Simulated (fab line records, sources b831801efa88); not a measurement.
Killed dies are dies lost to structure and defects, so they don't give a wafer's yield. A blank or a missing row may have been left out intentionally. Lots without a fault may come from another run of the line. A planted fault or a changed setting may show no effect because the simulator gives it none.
8D (eight disciplines) problem report, filled in by code + flow gf180mcu + the parts of the form that need people (team, actions taken, sign-off) are left out

## 1. THE PROBLEM
rf_fwd_power_W at GF_MIM_METAL_ETCH_19 reads a mean of 920 W on 6 wafers of 2 lots; wafers without a fault read 793 W with a standard deviation of 3.8. That puts it +34 standard deviations away from the usual mean.
The step: etches the open film in Cl2/BCl3, stops on Si3N4, target depth 324.5 nm, time 54.1 s.
Seen first at day 31 04:03 on rie_metal-02, wafer L341.2. The record has a number at this step for 33 wafers belonging to 11 lots. Rule for "out" (also "out of limits"): further than 4 standard deviations from the usual mean. All remaining wafers that have a number are taken as sound.

## 2. WHAT IT IS; WHAT IT IS NOT
| question                    | is                     | is not                                               |
|-----------------------------|------------------------|------------------------------------------------------|
| which readings at this step | rf_fwd_power_W         | drypump_motor_current_A, throttle_valve_pct          |
| which lots                  | L341, L342             | L323, L324, L326, L327, L328, L330, L331, L332, L335 |
| which wafers of those lots  | all that have a number | -                                                    |
| read on which tools         | rie_metal-02           | rie_metal-01, rie_metal-03                           |
| when                        | from day 31 04:03      | up to then (27 sound wafers)                         |

## 3. THE SUSPECTS, EACH WITH WHAT RULES IT OUT
Counting: a tool stays on the suspect list if, at a process step up to the reading, it processed all lots that are out and no sound lot following the first of them.
- pvd_sputter-04 at GF_V4_SPUTTER_21 (material Ti, target thk 15 nm, time 80.02 s): kept. Every lot that is out went through it, starting with L341 (day 30 08:19), and after that it ran no sound lot; the last sound lot it ran before then is L331 (day 27 15:42).
- rie_metal-02 at GF_MIM_METAL_ETCH_19 (etches the open film in Cl2/BCl3, stops on Si3N4, target depth 324.5 nm, time 54.1 s): kept. Every lot that is out went through it, starting with L341 (day 31 04:03), and after that it ran no sound lot; the last sound lot it ran before then is L328 (day 27 17:07). Its own rf_fwd_power_W readings are out on those wafers.
The count leaves rie_metal-02 at GF_MIM_METAL_ETCH_19 and pvd_sputter-04 at GF_V4_SPUTTER_21.

## 4. THE CAUSE (what the simulator had put in)
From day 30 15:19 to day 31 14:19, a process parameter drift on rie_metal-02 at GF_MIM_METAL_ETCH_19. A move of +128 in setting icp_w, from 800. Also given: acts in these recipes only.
This tool is one of the 2 suspects left after counting.

## 5. THE CHAIN OF EFFECTS, in route order
One row per reading whose mean, taken over the struck wafers that have a number, lies over 3 standard deviations from the usual. Only readings whose record carries a usual standard deviation are examined. hours: median over the lots of the time between each lot's start at the first step of this table that gives one and its start at this step. sigmas: the change, counted in usual standard deviations.
| hours | step                 | reading                  | usual   | on struck wafers | change | sigmas |
|-------|----------------------|--------------------------|---------|------------------|--------|--------|
| 0     | GF_MIM_METAL_ETCH_19 | rf_fwd_power_W           | 793 W   | 920              | +127   | +34    |
| 0     | GF_MIM_STRIP_20      | strip_time_to_endpoint_s | 11.23 s | 10.99            | -0.24  | -5.8   |
Process steps it contains:
- GF_MIM_METAL_ETCH_19: etches the open film in Cl2/BCl3, stops on Si3N4, target depth 324.5 nm, time 54.1 s.
- GF_MIM_STRIP_20: strips in O2/N2.

## 6. WHAT WOULD HAVE CAUGHT IT SOONER
13 hours passed between the start of the fault at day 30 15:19 and the first reading out of limits in this record, taken at day 31 04:03.
